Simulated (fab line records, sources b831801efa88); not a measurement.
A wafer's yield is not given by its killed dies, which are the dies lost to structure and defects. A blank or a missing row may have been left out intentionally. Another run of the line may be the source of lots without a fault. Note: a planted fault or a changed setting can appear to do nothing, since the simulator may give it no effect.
Which tool is to blame? || flow sky130 || 7 lots, 21 wafers sampled, at 2 steps of a route of 708

== WHAT THE GAUGES READ, wafer by wafer ==
SKY_SONOS_ONO_THK_MEAS_01.
{"lot": "L435", "measured": "day 12 03:05", "on": "film-metro-02", "SONOS_ONO_OXIDATION_THK (nm)": "2.57 2.56 2.60"}
{"lot": "L437", "measured": "day 13 01:01", "on": "film-metro-02", "SONOS_ONO_OXIDATION_THK (nm)": "2.57 2.56 2.57"}
{"lot": "L441", "measured": "day 14 04:21", "on": "film-metro-01", "SONOS_ONO_OXIDATION_THK (nm)": "2.53 2.57 2.53"}
{"lot": "L444", "measured": "day 15 02:34", "on": "film-metro-02", "SONOS_ONO_OXIDATION_THK (nm)": "2.56 2.61 2.50"}
{"lot": "L447", "measured": "day 16 14:07", "on": "film-metro-02", "SONOS_ONO_OXIDATION_THK (nm)": "2.50 2.55 2.52"}
{"lot": "L456", "measured": "day 19 02:49", "on": "film-metro-02", "SONOS_ONO_OXIDATION_THK (nm)": "2.56 2.57 2.64"}

== EACH LOT AND THE TOOL THAT RAN IT (in order: tool; ch and the chambers of the sampled wafers; start) ==
{"lot": "L435", "SKY_SONOS_TUNNEL_DEVELOP_06": "litho-track-03 ch 0, day 12 00:11"}
{"lot": "L437", "SKY_SONOS_TUNNEL_DEVELOP_06": "litho-track-01 ch 0, day 12 20:37"}
{"lot": "L441", "SKY_SONOS_TUNNEL_DEVELOP_06": "litho-track-01 ch 0, day 14 02:13"}
{"lot": "L444", "SKY_SONOS_TUNNEL_DEVELOP_06": "litho-track-03 ch 0, day 15 00:27"}
{"lot": "L447", "SKY_SONOS_TUNNEL_DEVELOP_06": "litho-track-01 ch 0, day 16 10:11"}
{"lot": "L450", "SKY_SONOS_TUNNEL_DEVELOP_06": "litho-track-03, day 16 21:10"}
{"lot": "L456", "SKY_SONOS_TUNNEL_DEVELOP_06": "litho-track-02 ch 0, day 18 23:55"}
- SKY_SONOS_TUNNEL_DEVELOP_06: develop time 60 s.

== THE ANSWER, worked out from the rows above alone ==
Rule: the usual values come from the lots themselves. Put in order of their means at a reading, lots are off if they are a third of the lots or fewer, leave a main group of 4 or more, and stand apart from it by a gap of 3 or more times the standard deviation of the main group's means; of several such gaps the widest counts. A main group is skipped when, at the precision printed for the reading in the tables above, its means are all equal. Also off: a lot with no number at a reading for which 4 or more lots have one. Any other lot the step has rows for is counted as sound.
Across all readings shown, no lot is off: no conclusion can be drawn from this.

== WHAT THE SIMULATOR PUT IN ==
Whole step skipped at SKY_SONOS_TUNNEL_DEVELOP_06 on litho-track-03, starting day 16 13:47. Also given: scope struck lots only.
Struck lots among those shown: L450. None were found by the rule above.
